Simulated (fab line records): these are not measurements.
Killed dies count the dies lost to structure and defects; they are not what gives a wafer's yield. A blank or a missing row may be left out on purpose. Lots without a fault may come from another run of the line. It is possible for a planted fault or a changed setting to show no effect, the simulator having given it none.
fab line records | flow sky130 | part 1 of 2: steps 1 to 36 of 50
record: lots: 5 | wafers: 15 | last_day: 49
route steps=708 shown SONOS_TUNNEL@162 SONOS_ONO@168 GATE_OXIDE@187 POLY_GATE@204 RES_PROTECT@206
lots that met no fault: from a run of the same line without faults
start_h: start of the lot's first displayed wafer, in hours after the record's first day | wait_h: how many hours have passed since the lot's step before this one | " as in the row above | L1.1+2: a single row standing in for several wafers | - no value, or no start given | * or withheld: withheld | < > ~ a bound
route shown NAME@n: names a module that has steps shown in the file, with the first one's number in the route | usual: average and standard deviation across the fault-free wafers | same: alike in all rows | chamber/n: place in a boat | sites: the reading at each site | _std_site: the values' standard deviation | _edge_site: mean of outer sites minus mean of inner sites | radius_mm: how far each site lies from the wafer's centre | mask NAME#n: copy n | behind: tool/chamber where the wafer was last shaped | hold: why the lot went on hold/how many hours it stayed there/how the hold came to an end | device: whichever transistor did not switch (one of n, p or np) | end of line: tests run on the same wafers once the route is complete | for a step that has no rows: nothing shown but its recipe | killed: dies that structure and defects cost at the first sort, which is not the same as the wafer's yield | map: shows each die of a wafer: x if killed, . if not, _ if none is there
set.NAME: the setting that was run; set.NAME@STEP: the one run at that earlier step | model.NAME: the simulator's own value behind a step, which no gauge read
lots at some steps of the route; a table a step, a row a wafer
services: the hour from which a tool's chamber was out of use, counted from the record's first day as start_h (under 0 if before that day), plus the number of hours and why
== steps ==
step: SKY_SONOS_TUNNEL_OVL_MEAS_08
usual: SONOS_TUNNEL_OVL: 0.4/1.2
lot.wafer | tool       | chamber | start_h | wait_h | SONOS_TUNNEL_OVL[nm]
L077.1    | overlay-01 | -       | 268.40  | 0.1    | 0.5
L077.2    | "          | -       | "       | "      | -1.6
L077.5    | "          | -       | "       | "      | -0.9
L078.4    | overlay-01 | -       | 276.67  | 0.1    | 0.9
L078.5    | "          | -       | "       | "      | 1.4
L078.6    | "          | -       | "       | "      | -1.0
L085.1    | overlay-01 | -       | 320.54  | 0.1    | 0.9
L085.2    | "          | -       | "       | "      | 4.0
L085.4    | "          | -       | "       | "      | 1.4
L088.1    | overlay-01 | -       | 358.50  | 0.1    | 1.4
L088.4    | "          | -       | "       | "      | -1.3
L088.5    | "          | -       | "       | "      | 1.6
L093.3    | overlay-02 | -       | 382.76  | 0.1    | 0.1
L093.5    | "          | -       | "       | "      | 1.4
L093.6    | "          | -       | "       | "      | 0.7
step: SKY_SONOS_TUNNEL_IMPLANT_09
recipe: species: B | energy_kev: 20 | dose_cm2: 1e+12 | tilt_deg: withheld
lot.wafer  | tool         | chamber | start_h | wait_h
L077.1+2+5 | implanter-01 | 0       | 268.44  | 0.0
L078.4+5+6 | implanter-03 | 0       | 276.76  | 0.1
L085.1+2+4 | implanter-04 | 0       | 320.57  | 0.0
L088.1+4+5 | implanter-01 | 0       | 358.53  | 0.0
L093.3+5+6 | implanter-03 | 0       | 382.83  | 0.1
step: SKY_SONOS_TUNNEL_WET_ETCH_10
recipe: chemistry: dHF | target_depth_nm: 14 | target: SiO2 | dilution: 100:1 | temp_c: 25 | time_s: 280
lot.wafer  | tool         | chamber | start_h | wait_h
L077.1+2+5 | wet_bench-01 | 2       | 268.59  | 0.1
L078.4+5+6 | wet_bench-04 | 0       | 276.84  | 0.1
L085.1+2+4 | wet_bench-01 | 2       | 320.72  | 0.1
L088.1+4+5 | wet_bench-01 | 0       | 358.68  | 0.1
L093.3+5+6 | wet_bench-01 | 2       | 382.93  | 0.1
step: SKY_SONOS_TUNNEL_STRIP_11
recipe: chemistry: SPM | time_s: 600 | temp_c: 130
lot.wafer  | tool         | chamber | start_h | wait_h
L077.1+2+5 | wet_bench-04 | 3       | 268.68  | 0.0
L078.4+5+6 | wet_bench-01 | 1       | 276.92  | 0.0
L085.1+2+4 | wet_bench-04 | 1       | 320.89  | 0.0
L088.1+4+5 | wet_bench-02 | 0       | 358.77  | 0.0
L093.3+5+6 | wet_bench-04 | 3       | 383.02  | 0.0
step: SKY_SONOS_TUNNEL_TW_MEAS_12
usual: SONOS_TUNNEL_TW: 198.4/0.8
lot.wafer | tool          | chamber | start_h | wait_h | SONOS_TUNNEL_TW
L077.1    | film_metro-01 | -       | 268.85  | 0.0    | 198.6
L077.2    | "             | -       | "       | "      | 199.4
L077.5    | "             | -       | "       | "      | 198.4
L078.4    | film_metro-02 | -       | 277.13  | 0.0    | 198.6
L078.5    | "             | -       | "       | "      | 198.6
L078.6    | "             | -       | "       | "      | 198.3
L085.1    | film_metro-02 | -       | 321.07  | 0.0    | 199.3
L085.2    | "             | -       | "       | "      | 198.2
L085.4    | "             | -       | "       | "      | 199.7
L088.1    | film_metro-02 | -       | 358.95  | 0.0    | 198.5
L088.4    | "             | -       | "       | "      | 197.6
L088.5    | "             | -       | "       | "      | 198.0
L093.3    | film_metro-03 | -       | 383.22  | 0.0    | 198.8
L093.5    | "             | -       | "       | "      | 198.1
L093.6    | "             | -       | "       | "      | 197.8
step: SKY_SONOS_TUNNEL_CLEAN_13
recipe: chemistry: dHF | time_s: 20 | dilution: 100:1 | dry: ipa_marangoni
lot.wafer  | tool         | chamber | start_h | wait_h
L077.1+2+5 | wet_bench-02 | 1       | 268.91  | 0.1
L078.4+5+6 | wet_bench-02 | 0       | 277.16  | 0.0
L085.1+2+4 | wet_bench-02 | 2       | 321.21  | 0.1
L088.1+4+5 | wet_bench-02 | 1       | 359.01  | 0.1
L093.3+5+6 | wet_bench-01 | 2       | 383.26  | 0.0
step: SKY_SONOS_ONO_OXIDATION_00
recipe: temp_c: 800 | ambient: O2 | idle_temp_c: 700 | ramp_up_c_per_min: 10 | ramp_down_c_per_min: 3 | stabilise_s: 600 | purge_s: 300 | target_thk_a: 26 | ox_time_s: 1249
lot.wafer  | tool       | chamber | start_h | wait_h
L077.1+2+5 | furnace-02 | 0       | 270.26  | 1.3
L078.4+5+6 | furnace-02 | 0       | 277.17  | 0.0
L085.1+2+4 | furnace-02 | 0       | 321.90  | 0.7
L088.1+4+5 | furnace-02 | 0       | 359.02  | 0.0
L093.3+5+6 | furnace-02 | 0       | 383.36  | 0.1
step: SKY_SONOS_ONO_THK_MEAS_01
recipe: reads: SiO2_of_SONOS_ONO_OXIDATION_00
usual: SONOS_ONO_OXIDATION_THK: 2.61/0.052
lot.wafer | tool          | chamber | start_h | wait_h | SONOS_ONO_OXIDATION_THK[nm]
L077.1    | film_metro-03 | -       | 271.61  | 0.0    | 2.56
L077.2    | "             | -       | "       | "      | 2.59
L077.5    | "             | -       | "       | "      | 2.57
L078.4    | film_metro-03 | -       | 278.55  | 0.0    | 2.60
L078.5    | "             | -       | "       | "      | 2.60
L078.6    | "             | -       | "       | "      | 2.56
L085.1    | film_metro-04 | -       | 323.25  | 0.0    | 2.60
L085.2    | "             | -       | "       | "      | 2.61
L085.4    | "             | -       | "       | "      | 2.58
L088.1    | film_metro-04 | -       | 360.37  | 0.0    | 2.58
L088.4    | "             | -       | "       | "      | 2.59
L088.5    | "             | -       | "       | "      | 2.56
L093.3    | film_metro-03 | -       | 384.73  | 0.0    | 2.69
L093.5    | "             | -       | "       | "      | 2.65
L093.6    | "             | -       | "       | "      | 2.64
step: SKY_SONOS_ONO_CVD_02
recipe: material: Si3N4 | precursor: DCS/NH3 | target_thk_nm: 10.5 | temp_c: 770 | time_s: 180 | pressure_mtorr: 250
lot.wafer  | tool     | chamber | start_h | wait_h
L077.1+2+5 | lpcvd-02 | 0       | 271.67  | 0.1
L078.4+5+6 | lpcvd-02 | 0       | 278.84  | 0.3
L085.1+2+4 | lpcvd-02 | 0       | 323.31  | 0.1
L088.1+4+5 | lpcvd-02 | 0       | 361.68  | 1.3
L093.3+5+6 | lpcvd-02 | 0       | 384.77  | 0.0
step: SKY_SONOS_ONO_THK_MEAS_03
recipe: reads: Si3N4_of_SONOS_ONO_CVD_02
usual: SONOS_ONO_CVD_02_THK: 10.51/0.15
lot.wafer | tool          | chamber | start_h | wait_h | SONOS_ONO_CVD_02_THK[nm]
L077.1    | film_metro-04 | -       | 272.72  | 0.0    | 10.23
L077.2    | "             | -       | "       | "      | 10.30
L077.5    | "             | -       | "       | "      | 10.25
L078.4    | film_metro-04 | -       | 279.92  | 0.0    | 10.46
L078.5    | "             | -       | "       | "      | 10.47
L078.6    | "             | -       | "       | "      | 10.41
L085.1    | film_metro-04 | -       | 324.88  | 0.0    | 10.60
L085.2    | "             | -       | "       | "      | 10.62
L085.4    | "             | -       | "       | "      | 10.69
L088.1    | film_metro-03 | -       | 362.73  | 0.0    | 10.72
L088.4    | "             | -       | "       | "      | 10.68
L088.5    | "             | -       | "       | "      | 10.74
L093.3    | film_metro-04 | -       | 385.84  | 0.0    | 10.68
L093.5    | "             | -       | "       | "      | 10.70
L093.6    | "             | -       | "       | "      | 10.49
step: SKY_SONOS_ONO_CVD_04
recipe: material: SiO2 | precursor: SiH4/N2O | target_thk_nm: 5.7199 | temp_c: 900 | pressure_mtorr: 400
lot.wafer  | tool     | chamber | start_h | wait_h
L077.1+2+5 | lpcvd-03 | 1       | 273.42  | 0.7
L078.4+5+6 | lpcvd-03 | 1       | 279.95  | 0.0
L085.1+2+4 | lpcvd-03 | 1       | 324.94  | 0.1
L088.1+4+5 | lpcvd-03 | 1       | 362.79  | 0.1
L093.3+5+6 | lpcvd-03 | 1       | 385.88  | 0.0
step: SKY_SONOS_ONO_THK_MEAS_05
recipe: reads: SiO2_of_SONOS_ONO_CVD_04
usual: SONOS_ONO_CVD_04_THK: 5.66/0.12
lot.wafer | tool          | chamber | start_h | wait_h | SONOS_ONO_CVD_04_THK[nm]
L077.1    | film_metro-01 | -       | 275.30  | 0.0    | 5.66
L077.2    | "             | -       | "       | "      | 5.71
L077.5    | "             | -       | "       | "      | 5.78
L078.4    | film_metro-04 | -       | 281.85  | 0.0    | 5.52
L078.5    | "             | -       | "       | "      | 5.52
L078.6    | "             | -       | "       | "      | 5.66
L085.1    | film_metro-03 | -       | 326.82  | 0.0    | 5.72
L085.2    | "             | -       | "       | "      | 5.69
L085.4    | "             | -       | "       | "      | 5.60
L088.1    | film_metro-01 | -       | 364.04  | 0.0    | 5.76
L088.4    | "             | -       | "       | "      | 5.65
L088.5    | "             | -       | "       | "      | 5.66
L093.3    | film_metro-03 | -       | 387.15  | 0.0    | 5.71
L093.5    | "             | -       | "       | "      | 5.74
L093.6    | "             | -       | "       | "      | 5.63
step: SKY_SONOS_ONO_DEHYDRATE_06
recipe: temp_c: 200 | time_s: 60
lot.wafer  | tool           | chamber | start_h | wait_h
L077.1+2+5 | litho_track-02 | 0       | 284.62  | 9.3
L078.4+5+6 | litho_track-04 | 0       | 290.59  | 8.7
L085.1+2+4 | litho_track-02 | 0       | 339.07  | 12.2
L088.1+4+5 | litho_track-02 | 0       | 377.07  | 13.0
L093.3+5+6 | litho_track-04 | 0       | 400.77  | 13.6
step: SKY_SONOS_ONO_HMDS_07
recipe: prime_time_s: 60 | prime_temp_c: 120
lot.wafer  | tool           | chamber | start_h | wait_h
L077.1+2+5 | litho_track-02 | 0       | 284.77  | 0.1
L078.4+5+6 | litho_track-04 | 0       | 290.74  | 0.1
L085.1+2+4 | litho_track-02 | 0       | 339.22  | 0.1
L088.1+4+5 | litho_track-02 | 0       | 377.22  | 0.1
L093.3+5+6 | litho_track-04 | 0       | 400.92  | 0.1
step: SKY_SONOS_ONO_COAT_08
recipe: resist: NOVOLAK | spin_rpm: 3000 | resist_thk_nm: 1140
lot.wafer  | tool           | chamber | start_h | wait_h
L077.1+2+5 | litho_track-02 | 0       | 284.92  | 0.1
L078.4+5+6 | litho_track-04 | 0       | 290.89  | 0.1
L085.1+2+4 | litho_track-02 | 0       | 339.37  | 0.1
L088.1+4+5 | litho_track-02 | 0       | 377.37  | 0.1
L093.3+5+6 | litho_track-04 | 0       | 401.07  | 0.1
step: SKY_SONOS_ONO_SOFTBAKE_09
recipe: temp_c: 90 | time_s: 60 | resist: NOVOLAK
lot.wafer  | tool           | chamber | start_h | wait_h
L077.1+2+5 | litho_track-02 | 0       | 285.07  | 0.1
L078.4+5+6 | litho_track-04 | 0       | 291.04  | 0.1
L085.1+2+4 | litho_track-02 | 0       | 339.52  | 0.1
L088.1+4+5 | litho_track-02 | 0       | 377.52  | 0.1
L093.3+5+6 | litho_track-04 | 0       | 401.22  | 0.1
step: SKY_SONOS_ONO_EXPOSE_10
recipe: mask_id: ONOM | target_cd_nm: 410 | na: 0.6 | source_shape: conventional | sigma_outer: 0.6 | dose_mj: 150
same: sigma_outer: 0.6
lot.wafer  | tool             | chamber | start_h | wait_h | mask
L077.1+2+5 | iline_stepper-02 | 0       | -       | -      | ONOM#0
L078.4+5+6 | iline_stepper-01 | 0       | -       | -      | ONOM#0
L085.1+2+4 | iline_stepper-01 | 0       | -       | -      | ONOM#0
L088.1+4+5 | iline_stepper-02 | 0       | -       | -      | ONOM#0
L093.3+5+6 | iline_stepper-01 | 0       | -       | -      | ONOM#0
step: SKY_SONOS_ONO_PEB_11
recipe: temp_c: withheld | time_s: * | resist: NOVOLAK
lot.wafer  | tool           | chamber | start_h | wait_h
L077.1+2+5 | litho_track-02 | 0       | -       | -
L078.4+5+6 | litho_track-01 | 0       | -       | -
L085.1+2+4 | litho_track-02 | 0       | -       | -
L088.1+4+5 | litho_track-01 | 0       | -       | -
L093.3+5+6 | litho_track-04 | 0       | -       | -
step: SKY_SONOS_ONO_DEVELOP_12
recipe: develop_time_s: 60 | dev_temp_c: 23
lot.wafer  | tool           | chamber | start_h | wait_h
L077.1+2+5 | litho_track-02 | 0       | 294.27  | 0.1
L078.4+5+6 | litho_track-01 | 0       | 299.74  | 0.1
L085.1+2+4 | litho_track-02 | 0       | 353.62  | 0.1
L088.1+4+5 | litho_track-01 | 0       | 392.06  | 0.1
L093.3+5+6 | litho_track-04 | 0       | 416.57  | 0.1
step: SKY_SONOS_ONO_CD_MEAS_13
recipe: target_cd_nm: 410
usual: cd_nm: 409.9/2
lot.wafer | tool      | chamber | start_h | wait_h | cd_nm
L077.1    | cd_sem-01 | -       | 294.42  | 0.1    | 407.5
L077.2    | "         | -       | "       | "      | 407.2
L077.5    | "         | -       | "       | "      | 407.2
L078.4    | cd_sem-02 | -       | 299.87  | 0.1    | 411.2
L078.5    | "         | -       | "       | "      | 411.4
L078.6    | "         | -       | "       | "      | 411.2
L085.1    | cd_sem-01 | -       | 353.77  | 0.1    | 412.8
L085.2    | "         | -       | "       | "      | 413.8
L085.4    | "         | -       | "       | "      | 411.3
L088.1    | cd_sem-02 | -       | 392.21  | 0.1    | 412.7
L088.4    | "         | -       | "       | "      | 412.5
L088.5    | "         | -       | "       | "      | 411.6
L093.3    | cd_sem-01 | -       | 416.71  | 0.1    | 407.7
L093.5    | "         | -       | "       | "      | 407.6
L093.6    | "         | -       | "       | "      | 406.5
step: SKY_SONOS_ONO_OVL_MEAS_14
usual: SONOS_ONO_OVL: 0.8/1.7
lot.wafer | tool       | chamber | start_h | wait_h | SONOS_ONO_OVL[nm]
L077.1    | overlay-02 | -       | 294.54  | 0.1    | -0.2
L077.2    | "          | -       | "       | "      | -1.3
L077.5    | "          | -       | "       | "      | 0.6
L078.4    | overlay-01 | -       | 299.95  | 0.1    | 1.6
L078.5    | "          | -       | "       | "      | -0.4
L078.6    | "          | -       | "       | "      | 0.9
L085.1    | overlay-01 | -       | 353.89  | 0.1    | 0.6
L085.2    | "          | -       | "       | "      | 1.0
L085.4    | "          | -       | "       | "      | -0.6
L088.1    | overlay-02 | -       | 392.33  | 0.1    | 3.0
L088.4    | "          | -       | "       | "      | 1.8
L088.5    | "          | -       | "       | "      | 1.6
L093.3    | overlay-02 | -       | 416.80  | 0.1    | 0.0
L093.5    | "          | -       | "       | "      | 1.4
L093.6    | "          | -       | "       | "      | -0.7
step: SKY_SONOS_ONO_ETCH_15
recipe: target_depth_nm: 19.52 | chemistry: CHF3/O2 | source_w: 600 | bias_w: 200 | pressure_mtorr: 40 | chf3_flow_sccm: 50 | O2_flow_sccm: 5 | time_s: 7.8
usual: bias_w: 200.1/0.54 | drypump_motor_current_A: 5.7/0.43 | oes_product_au: 0.997/0.0096 | rf_fwd_power_W: 590/3.1 | throttle_valve_pct: 8.823/0.0086
lot.wafer | tool        | chamber | start_h | wait_h | bias_w | drypump_motor_current_A | oes_product_au | rf_fwd_power_W | rf_hours_counter_h | throttle_valve_pct
L077.1    | rie_diel-02 | 0       | 294.58  | 0.0    | 200.2  | 5.9                     | 0.995          | 587            | 5                  | 8.843
L077.2    | "           | 1       | "       | "      | 199.0  | 5.3                     | 0.981          | 588            | 4                  | 8.819
L077.5    | "           | 1       | "       | "      | 199.7  | 5.3                     | 0.992          | 588            | -                  | 8.823
L078.4    | rie_diel-03 | 0       | 299.97  | 0.0    | 199.9  | 5.1                     | 1.023          | 590            | 109                | 8.814
L078.5    | "           | 2       | "       | "      | 200.3  | 6.3                     | 1.007          | 593            | -                  | 8.822
L078.6    | "           | 1       | "       | "      | 200.2  | 5.6                     | 1.004          | 586            | -                  | 8.819
L085.1    | rie_diel-01 | 1       | 353.93  | 0.0    | 199.4  | 5.4                     | 0.984          | 593            | 3                  | 8.808
L085.2    | "           | 3       | "       | "      | 200.3  | 5.1                     | 1.008          | 588            | 7                  | 8.838
L085.4    | "           | 1       | "       | "      | 200.6  | 5.3                     | 0.994          | 593            | -                  | 8.827
L088.1    | rie_diel-02 | 3       | 392.37  | 0.0    | 200.0  | 6.3                     | 1.007          | 599            | 4                  | 8.833
L088.4    | "           | 1       | "       | "      | 200.1  | 5.3                     | 0.988          | 592            | 5                  | 8.829
L088.5    | "           | 1       | "       | "      | 199.9  | 5.3                     | 0.991          | 591            | -                  | 8.822
L093.3    | rie_diel-01 | 0       | 416.82  | 0.0    | 199.5  | 6.4                     | 0.995          | 594            | 7                  | 8.832
L093.5    | "           | 1       | "       | "      | 200.1  | 5.3                     | 0.987          | 592            | -                  | 8.825
L093.6    | "           | 2       | "       | "      | 199.9  | 5.4                     | 1.001          | 592            | -                  | 8.819
step: SKY_SONOS_ONO_WET_ETCH_16
recipe: chemistry: dHF | target_depth_nm: 14 | dry: n2_spin | target: SiO2 | dilution: 100:1 | temp_c: 25 | time_s: 280
lot.wafer  | tool         | chamber | start_h | wait_h
L077.1+2+5 | wet_bench-02 | 1       | 294.60  | 0.0
L078.4+5+6 | wet_bench-01 | 3       | 299.99  | 0.0
L085.1+2+4 | wet_bench-01 | 1       | 353.95  | 0.0
L088.1+4+5 | wet_bench-03 | 1       | 392.39  | 0.0
L093.3+5+6 | wet_bench-01 | 2       | 416.84  | 0.0
step: SKY_SONOS_ONO_STRIP_17
recipe: chemistry: O2/N2 | power_w: 1400 | pressure_mtorr: 1500 | platen_temp_c: withheld | o2_flow_sccm: 3000 | n2_flow_sccm: 300 | overash_fraction: 0.5
usual: drypump_motor_current_A: 6.0/0.3 | oes_product_au: 0.710/0.0043 | strip_time_to_endpoint_s: 14.10/0.041
lot.wafer | tool            | chamber | start_h | wait_h | drypump_motor_current_A | oes_product_au | rf_hours_counter_h | strip_time_to_endpoint_s
L077.1    | plasma_asher-02 | 0       | 294.68  | 0.0    | 5.8                     | 0.711          | 17                 | 14.09
L077.2    | "               | 1       | "       | "      | 5.6                     | 0.707          | 17                 | 14.13
L077.5    | "               | 1       | "       | "      | 5.6                     | 0.709          | -                  | 14.12
L078.4    | plasma_asher-01 | 0       | 300.11  | 0.0    | 6.4                     | 0.714          | -                  | 14.05
L078.5    | "               | 1       | "       | "      | 5.9                     | 0.703          | -                  | 14.01
L078.6    | "               | 0       | "       | "      | 6.4                     | 0.716          | -                  | 14.04
L085.1    | plasma_asher-01 | 1       | 354.03  | 0.0    | 5.9                     | 0.709          | 68                 | 14.18
L085.2    | "               | 0       | "       | "      | 6.4                     | 0.715          | 68                 | 14.14
L085.4    | "               | 0       | "       | "      | 6.4                     | 0.706          | -                  | 14.12
L088.1    | plasma_asher-02 | 0       | 392.47  | 0.0    | 5.8                     | 0.707          | 26                 | 14.12
L088.4    | "               | 1       | "       | "      | 5.6                     | 0.714          | -                  | 14.15
L088.5    | "               | 1       | "       | "      | 5.6                     | 0.710          | -                  | 14.14
L093.3    | plasma_asher-03 | 1       | 416.97  | 0.0    | 6.0                     | 0.710          | -                  | 14.03
L093.5    | "               | 0       | "       | "      | 6.4                     | 0.705          | -                  | 14.05
L093.6    | "               | 1       | "       | "      | 6.0                     | 0.709          | -                  | 14.07
step: SKY_SONOS_ONO_WET_ETCH_18
recipe: chemistry: H3PO4 | target_depth_nm: 15 | target: Si3N4 | temp_c: 160 | time_s: 172
lot.wafer  | tool         | chamber | start_h | wait_h
L077.1+2+5 | wet_bench-03 | 3       | 294.78  | 0.1
L078.4+5+6 | wet_bench-02 | 0       | 300.17  | 0.0
L085.1+2+4 | wet_bench-02 | 2       | 354.13  | 0.1
L088.1+4+5 | wet_bench-03 | 1       | 392.57  | 0.1
L093.3+5+6 | wet_bench-02 | 3       | 417.04  | 0.0
step: SKY_GATE_OXIDE_CLEAN_00
recipe: chemistry: SC1/SC2 | mix: 1:4:20 | temp_c: 70 | time_s: 150 | dry: n2_spin
lot.wafer  | tool         | chamber | start_h | wait_h
L077.1+2+5 | wet_bench-01 | 2       | 294.84  | 0.0
L078.4+5+6 | wet_bench-03 | 2       | 300.23  | 0.0
L085.1+2+4 | wet_bench-01 | 2       | 354.19  | 0.0
L088.1+4+5 | wet_bench-01 | 1       | 392.63  | 0.0
L093.3+5+6 | wet_bench-01 | 3       | 417.10  | 0.0
step: SKY_GATE_OXIDE_OXIDATION_01
recipe: temp_c: 900 | ambient: O2 | stabilise_s: 600 | purge_s: 300 | target_thk_a: 102.68 | ox_time_s: 1473
lot.wafer  | tool       | chamber | start_h | wait_h
L077.1+2+5 | furnace-01 | 0       | 295.76  | 0.9
L078.4+5+6 | furnace-02 | 0       | 301.47  | 1.2
L085.1+2+4 | furnace-01 | 0       | 355.30  | 1.1
L088.1+4+5 | furnace-02 | 0       | 393.71  | 1.0
L093.3+5+6 | furnace-02 | 0       | 417.15  | 0.0
step: SKY_GATE_OXIDE_THK_MEAS_02
recipe: reads: SiO2_of_GATE_OXIDE_OXIDATION_01
usual: GATE_OXIDE_OXIDATION_00_THK: 10.35/0.15
lot.wafer | tool          | chamber | start_h | wait_h | GATE_OXIDE_OXIDATION_00_THK[nm]
L077.1    | film_metro-03 | -       | 297.17  | 0.0    | 10.42
L077.2    | "             | -       | "       | "      | 10.38
L077.5    | "             | -       | "       | "      | 10.34
L078.4    | film_metro-02 | -       | 302.91  | 0.0    | 10.15
L078.5    | "             | -       | "       | "      | 10.18
L078.6    | "             | -       | "       | "      | 10.22
L085.1    | film_metro-03 | -       | 356.71  | 0.0    | 10.40
L085.2    | "             | -       | "       | "      | 10.52
L085.4    | "             | -       | "       | "      | 10.33
L088.1    | film_metro-03 | -       | 395.12  | 0.0    | 10.48
L088.4    | "             | -       | "       | "      | 10.59
L088.5    | "             | -       | "       | "      | 10.62
L093.3    | film_metro-03 | -       | 418.58  | 0.0    | 10.36
L093.5    | "             | -       | "       | "      | 10.27
L093.6    | "             | -       | "       | "      | 10.35
step: SKY_GATE_OXIDE_DEHYDRATE_03
recipe: temp_c: 200 | time_s: 60
lot.wafer  | tool           | chamber | start_h | wait_h
L077.1+2+5 | litho_track-03 | 0       | 305.48  | 8.3
L078.4+5+6 | litho_track-01 | 0       | 311.39  | 8.5
L085.1+2+4 | litho_track-01 | 0       | 369.46  | 12.7
L088.1+4+5 | litho_track-03 | 0       | 409.08  | 13.9
L093.3+5+6 | litho_track-02 | 0       | 432.77  | 14.2
step: SKY_GATE_OXIDE_HMDS_04
recipe: prime_time_s: 60 | prime_temp_c: 120
lot.wafer  | tool           | chamber | start_h | wait_h
L077.1+2+5 | litho_track-03 | 0       | 305.63  | 0.1
L078.4+5+6 | litho_track-01 | 0       | 311.54  | 0.1
L085.1+2+4 | litho_track-01 | 0       | 369.61  | 0.1
L088.1+4+5 | litho_track-03 | 0       | 409.23  | 0.1
L093.3+5+6 | litho_track-02 | 0       | 432.92  | 0.1
step: SKY_GATE_OXIDE_COAT_05
recipe: resist: NOVOLAK | spin_rpm: 3000 | resist_thk_nm: 1140
lot.wafer  | tool           | chamber | start_h | wait_h
L077.1+2+5 | litho_track-03 | 0       | 305.78  | 0.1
L078.4+5+6 | litho_track-01 | 0       | 311.69  | 0.1
L085.1+2+4 | litho_track-01 | 0       | 369.76  | 0.1
L088.1+4+5 | litho_track-03 | 0       | 409.38  | 0.1
L093.3+5+6 | litho_track-02 | 0       | 433.07  | 0.1
step: SKY_GATE_OXIDE_SOFTBAKE_06
recipe: temp_c: 90 | time_s: 60 | resist: NOVOLAK
lot.wafer  | tool           | chamber | start_h | wait_h
L077.1+2+5 | litho_track-03 | 0       | 305.93  | 0.1
L078.4+5+6 | litho_track-01 | 0       | 311.84  | 0.1
L085.1+2+4 | litho_track-01 | 0       | 369.91  | 0.1
L088.1+4+5 | litho_track-03 | 0       | 409.53  | 0.1
L093.3+5+6 | litho_track-02 | 0       | 433.22  | 0.1
step: SKY_GATE_OXIDE_EXPOSE_07
recipe: mask_id: LVOM | na: 0.6 | source_shape: conventional | sigma_outer: 0.6 | polarization: unpolarized | target_cd_nm: 600 | dose_mj: 170
same: sigma_outer: 0.6
lot.wafer  | tool             | chamber | start_h | wait_h | mask
L077.1+2+5 | iline_stepper-01 | 0       | -       | -      | LVOM#0
L078.4+5+6 | iline_stepper-01 | 0       | -       | -      | LVOM#0
L085.1+2+4 | iline_stepper-01 | 0       | -       | -      | LVOM#0
L088.1+4+5 | iline_stepper-01 | 0       | -       | -      | LVOM#0
L093.3+5+6 | iline_stepper-02 | 0       | -       | -      | LVOM#0
step: SKY_GATE_OXIDE_PEB_08
recipe: temp_c: withheld | time_s: * | resist: NOVOLAK
lot.wafer  | tool           | chamber | start_h | wait_h
L077.1+2+5 | litho_track-03 | 0       | -       | -
L078.4+5+6 | litho_track-03 | 0       | -       | -
L085.1+2+4 | litho_track-02 | 0       | -       | -
L088.1+4+5 | litho_track-03 | 0       | -       | -
L093.3+5+6 | litho_track-02 | 0       | -       | -
step: SKY_GATE_OXIDE_DEVELOP_09
recipe: resist: NOVOLAK | developer: TMAH | develop_time_s: 60 | dev_temp_c: 23
lot.wafer  | tool           | chamber | start_h | wait_h
L077.1+2+5 | litho_track-03 | 0       | 317.03  | 0.1
L078.4+5+6 | litho_track-03 | 0       | 323.65  | 0.1
L085.1+2+4 | litho_track-02 | 0       | 384.22  | 0.1
L088.1+4+5 | litho_track-03 | 0       | 424.88  | 0.1
L093.3+5+6 | litho_track-02 | 0       | 449.02  | 0.1
step: SKY_GATE_OXIDE_OVL_MEAS_10
usual: GATE_OXIDE_OVL: -0.1/1.5
lot.wafer | tool       | chamber | start_h | wait_h | GATE_OXIDE_OVL[nm]
L077.1    | overlay-02 | -       | 317.18  | 0.1    | 0.1
L077.2    | "          | -       | "       | "      | -0.8
L077.5    | "          | -       | "       | "      | -2.8
L078.4    | overlay-01 | -       | 323.75  | 0.1    | -1.8
L078.5    | "          | -       | "       | "      | -0.9
L078.6    | "          | -       | "       | "      | -2.6
L085.1    | overlay-01 | -       | 384.37  | 0.1    | -0.3
L085.2    | "          | -       | "       | "      | -0.9
L085.4    | "          | -       | "       | "      | 2.2
L088.1    | overlay-02 | -       | 425.03  | 0.1    | -1.7
L088.4    | "          | -       | "       | "      | -0.4
L088.5    | "          | -       | "       | "      | -0.6
L093.3    | overlay-02 | -       | 449.13  | 0.1    | -0.8
L093.5    | "          | -       | "       | "      | -2.0
L093.6    | "          | -       | "       | "      | -1.5
